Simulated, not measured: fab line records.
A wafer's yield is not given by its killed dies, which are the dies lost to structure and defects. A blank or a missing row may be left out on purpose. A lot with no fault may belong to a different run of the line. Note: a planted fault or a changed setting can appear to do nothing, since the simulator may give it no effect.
Which of the tools did it? | flow sky130 | 72 wafers from 24 lots sampled at 4 of the route's 708 steps

WHAT EACH GAUGE READ, for each wafer
SKY_CONTACT_THK_MEAS_26: measures by xrf.
lot  | measured     | on            | CONTACT_W_THK (nm)
L075 | day 32 12:09 | film-metro-01 | 340 337 335
L077 | day 33 05:43 | film-metro-03 | 342 343 343
L074 | day 33 06:00 | film-metro-01 | 341 342 340
L076 | day 33 06:57 | film-metro-03 | 339 341 341
L078 | day 33 08:07 | film-metro-02 | 340 341 344
L079 | day 33 10:21 | film-metro-01 | 344 345 344
L080 | day 33 16:02 | film-metro-02 | 344 345 353
L081 | day 34 00:48 | film-metro-02 | 338 337 337
L082 | day 34 12:34 | film-metro-03 | 345 342 343
L084 | day 34 23:43 | film-metro-02 | 354 348 348
L083 | day 35 01:58 | film-metro-03 | 338 338 338
L085 | day 35 03:56 | film-metro-02 | 346 346 342
L086 | day 36 02:50 | film-metro-02 | 342 347 342
L088 | day 36 21:29 | film-metro-02 | 348 358 348
L087 | day 37 04:08 | film-metro-03 | 346 347 342
L090 | day 37 08:34 | film-metro-03 | 349 349 350
L089 | day 37 10:41 | film-metro-01 | 341 343 345
L092 | day 37 16:41 | film-metro-03 | 343 340 341
L091 | day 37 21:26 | film-metro-03 | 350 348 347
L093 | day 38 02:22 | film-metro-01 | 336 336 343
L094 | day 38 09:24 | film-metro-03 | 350 350 350
L095 | day 38 20:43 | film-metro-02 | 347 349 344
L096 | day 39 00:39 | film-metro-03 | 346 344 350
L097 | day 39 05:47 | film-metro-02 | 345 345 345

SKY_CAPM_THK_MEAS_04: measures by xrf.
lot  | measured     | on            | CAPM_TIN_THK (nm)
L075 | day 37 04:17 | film-metro-04 | 198.8 198.3 199.9
L077 | day 37 21:16 | film-metro-02 | 197.0 195.3 195.3
L074 | day 37 22:07 | film-metro-03 | 197.7 196.3 196.5
L076 | day 37 22:28 | film-metro-03 | 199.6 198.0 197.4
L078 | day 37 23:23 | film-metro-04 | 198.0 195.4 200.9
L079 | day 38 03:00 | film-metro-03 | 194.0 199.7 195.2
L080 | day 38 07:57 | film-metro-03 | 200.8 195.2 195.2
L081 | day 38 15:29 | film-metro-03 | 194.7 196.8 196.2
L082 | day 39 03:24 | film-metro-03 | 198.5 204.1 198.0
L084 | day 39 13:59 | film-metro-04 | 196.9 201.2 198.1
L083 | day 39 14:50 | film-metro-03 | 203.1 196.0 197.0
L085 | day 39 17:19 | film-metro-04 | 200.5 200.6 198.5
L086 | day 40 15:53 | film-metro-02 | 198.5 199.7 200.0
L088 | day 41 08:45 | film-metro-04 | 198.5 203.0 200.9
L087 | day 41 14:57 | film-metro-02 | 200.0 194.3 195.6
L090 | day 41 20:05 | film-metro-02 | 195.4 201.2 194.2
L089 | day 41 21:40 | film-metro-04 | 202.4 203.1 200.6
L092 | day 42 03:43 | film-metro-02 | 198.3 199.5 199.4
L091 | day 42 06:32 | film-metro-02 | 195.9 196.9 198.7
L093 | day 42 11:08 | film-metro-04 | 197.5 200.4 195.6
L094 | day 42 17:45 | film-metro-04 | 200.3 199.7 198.6
L095 | day 43 03:56 | film-metro-04 | 197.8 201.1 199.0
L096 | day 43 08:37 | film-metro-04 | 200.0 201.1 202.3
L097 | day 43 13:06 | film-metro-03 | 200.0 194.7 199.7

EACH LOT AND THE TOOL THAT RAN IT (in order: tool; ch and the chambers of the sampled wafers; start)
lot  | SKY_METAL2_DESCUM_17              | SKY_VIA2_CMP_02
L075 | rie-metal-01 ch 0,1, day 35 22:28 | cmp-02 ch 1,2,3, day 35 23:41
L077 | rie-metal-01 ch 0, day 36 16:16   | cmp-02 ch 0,1, day 36 17:14
L074 | rie-metal-03 ch 1, day 36 16:56   | cmp-01 ch 1,3, day 36 18:07
L076 | rie-metal-04 ch 1, day 36 17:16   | cmp-02 ch 1,2,3, day 36 18:20
L078 | rie-metal-01 ch 1, day 36 18:15   | cmp-01 ch 0,1,3, day 36 19:13
L079 | rie-metal-01 ch 0,1, day 36 21:27 | cmp-02 ch 1,2,3, day 36 22:27
L080 | rie-metal-04 ch 0,1, day 37 02:51 | cmp-02 ch 1,3, day 37 03:51
L081 | rie-metal-04 ch 0,1, day 37 10:23 | cmp-01 ch 0,1,3, day 37 11:23
L082 | rie-metal-03 ch 0,1, day 37 22:58 | cmp-02 ch 2,3, day 37 23:56
L084 | rie-metal-03 ch 0,1, day 38 09:37 | cmp-02 ch 0,1,3, day 38 10:40
L083 | rie-metal-01 ch 0,1, day 38 10:17 | cmp-01 ch 0,1,2, day 38 11:16
L085 | rie-metal-03 ch 1, day 38 13:04   | cmp-02 ch 1,2,3, day 38 14:02
L086 | rie-metal-03 ch 0,1, day 39 11:25 | cmp-02 ch 0,2,3, day 39 13:00
L088 | rie-metal-04 ch 0,1, day 40 04:58 | cmp-01 ch 0,1,2, day 40 05:56
L087 | rie-metal-04 ch 0,1, day 40 12:16 | cmp-02 ch 1,2,3, day 40 13:14
L090 | rie-metal-03 ch 1, day 40 17:07   | cmp-02 ch 0,2, day 40 18:08
L089 | rie-metal-01 ch 0,1, day 40 17:58 | cmp-01 ch 0,1,2, day 40 18:56
L092 | rie-metal-03 ch 0,1, day 41 01:15 | cmp-02 ch 0,1,3, day 41 02:25
L091 | rie-metal-04 ch 0,1, day 41 02:43 | cmp-01 ch 0,1,2, day 41 03:45
L093 | rie-metal-04 ch 1, day 41 08:34   | cmp-01 ch 1,2, day 41 09:35
L094 | rie-metal-03 ch 0,1, day 41 14:49 | cmp-02 ch 0,3, day 41 15:49
L095 | rie-metal-03 ch 0,1, day 42 01:56 | cmp-02 ch 2,3, day 42 02:53
L096 | rie-metal-03 ch 0,1, day 42 05:48 | cmp-02 ch 0,3, day 42 06:46
L097 | rie-metal-04 ch 0,1, day 42 10:13 | cmp-01 ch 0,1,2, day 42 11:17
- SKY_METAL2_DESCUM_17: chemistry O2, time 8 s.
- SKY_VIA2_CMP_02: polishes SiO2.

WHAT THE TOOLS THEMSELVES READ (means of the sampled wafers that have a number; where no wafer has one, the mark that the record gives instead)
SKY_METAL2_DESCUM_17.
lot  | tool         | drypump-motor-current-A (A) | oes-product-au (a.u.) | temp-c (C)
L075 | rie-metal-01 | 5.7                         | 1.001                 | 39.85
L077 | rie-metal-01 | 6.0                         | 1.003                 | 40.04
L074 | rie-metal-03 | 6.1                         | 1.016                 | 40.05
L076 | rie-metal-04 | 6.0                         | 1.016                 | 39.95
L078 | rie-metal-01 | 5.4                         | 0.997                 | 39.98
L079 | rie-metal-01 | 5.8                         | 0.998                 | 40.01
L080 | rie-metal-04 | 5.7                         | 1.011                 | 40.04
L081 | rie-metal-04 | 5.6                         | 1.007                 | 39.99
L082 | rie-metal-03 | 5.8                         | 1.005                 | 39.95
L084 | rie-metal-03 | 5.8                         | 0.999                 | 39.89
L083 | rie-metal-01 | 5.8                         | 0.994                 | 40.05
L085 | rie-metal-03 | 6.1                         | 1.016                 | 39.91
L086 | rie-metal-03 | 5.8                         | 1.004                 | 40.06
L088 | rie-metal-04 | 5.2                         | 0.994                 | 39.85
L087 | rie-metal-04 | 5.6                         | 0.993                 | 39.93
L090 | rie-metal-03 | 6.1                         | 1.026                 | 40.01
L089 | rie-metal-01 | 5.6                         | 0.997                 | 40.01
L092 | rie-metal-03 | 5.8                         | 1.013                 | 40.00
L091 | rie-metal-04 | 5.7                         | 0.998                 | 40.00
L093 | rie-metal-04 | 6.1                         | 1.006                 | 40.10
L094 | rie-metal-03 | 5.8                         | 1.000                 | 40.04
L095 | rie-metal-03 | 5.8                         | 0.996                 | 39.96
L096 | rie-metal-03 | 5.8                         | 1.001                 | 39.97
L097 | rie-metal-04 | 5.2                         | 0.989                 | 40.00

SKY_VIA2_CMP_02.
lot  | tool   | motor-current-A (A)
L075 | cmp-02 | 12.5
L077 | cmp-02 | 11.2
L074 | cmp-01 | 12.9
L076 | cmp-02 | 12.6
L078 | cmp-01 | 13.2
L079 | cmp-02 | 12.6
L080 | cmp-02 | 11.1
L081 | cmp-01 | 13.4
L082 | cmp-02 | 12.7
L084 | cmp-02 | 11.1
L083 | cmp-01 | 12.9
L085 | cmp-02 | 12.6
L086 | cmp-02 | 11.9
L088 | cmp-01 | 13.1
L087 | cmp-02 | 12.6
L090 | cmp-02 | 13.0
L089 | cmp-01 | 13.1
L092 | cmp-02 | 11.1
L091 | cmp-01 | 13.3
L093 | cmp-01 | 13.8
L094 | cmp-02 | 10.5
L095 | cmp-02 | 11.4
L096 | cmp-02 | 10.4
L097 | cmp-01 | 12.5

THE ANSWER, worked out from the rows above alone
Rule: the lots themselves supply what counts as usual. The widest of any qualifying gaps counts: lots, ordered by their means at a reading, are off when they make up no more than a third of the lots, leave a main group of 4 or more, and stand apart from it by 3 or more times the standard deviation of that group's means. A main group is skipped when, at the precision printed for the reading in the tables above, its means are all equal. A lot without any number at a reading at which 4 lots or more have one is off too. All remaining lots with rows at the step are treated as sound. Order of review: gauges by route order, followed by the tools' own readings, for which a lot's mean as printed above is used. The first step at which some lot is off is used, and at that step the reading that is off furthest; a lot without a number counts as furthest.
Nothing can be told from this: no lot is off at any reading shown.

WHAT THE SIMULATOR PUT IN
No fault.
